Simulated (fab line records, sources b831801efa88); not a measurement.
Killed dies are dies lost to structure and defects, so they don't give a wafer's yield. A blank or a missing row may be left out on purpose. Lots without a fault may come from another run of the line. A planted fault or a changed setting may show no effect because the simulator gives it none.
Chamber matching | flow gf180mcu | GF_CONTACT_CMP_27 on cmp-02: 4 sister chambers
The step polishes, stops on SiO2, t overpolish 15 s, target thk 0 nm. 7 wafers are shown with their chamber, then 6 later ones without.

WAFERS WITH THEIR CHAMBER
wafer  | chamber | motor_current_A (A) | time_to_endpoint_s (s)
L258.3 | 3       | 11.3                | 72
L260.2 | 3       | 11.3                | 71
L264.4 | 0       | 10.8                | 75
L267.4 | 2       | 10.3                | 69
L267.5 | 1       | 10.6                | 69
L270.1 | 1       | 11.3                | 71
L270.3 | 0       | 10.7                | 76

WAFERS WITHOUT THEIR CHAMBER
wafer  | motor_current_A (A) | time_to_endpoint_s (s)
L272.4 | 10.8                | 58
L274.5 | 10.6                | 56
L274.6 | 10.5                | 70
L279.4 | 10.8                | 67
L279.5 | 11.1                | 79
L279.6 | 11.0                | 68

WHICH CHAMBER EACH WENT THROUGH
wafer  | from the rows above          | in truth
L272.4 | can't be placed: 2 or 1      | 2
L274.5 | can't be placed: 2 or 1      | 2
L274.6 | can't be placed: 2 or 1 or 3 | 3
L279.4 | can't be placed: 2 or 1      | 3
L279.5 | 0                            | 0
L279.6 | can't be placed: 1 or 2 or 3 | 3
Placed correctly: 1 of 6. Can't be placed from these rows: 5 (the true chamber is among the candidates in 4). Placed wrongly: 0.
How it was worked out, from the rows above alone: a wafer's distance from a chamber is the root of the sum, over the readings, of the square of ((its reading less the chamber's mean) divided by the reading's scatter). The wafer belongs to the nearest chamber; if the next one is less than 2 further off, it can't be placed. A chamber's mean is the mean of its shown wafers. The scatter: the root of (the sum of the squares of (reading less its chamber's mean) over the shown wafers, divided by (wafers less chambers)).
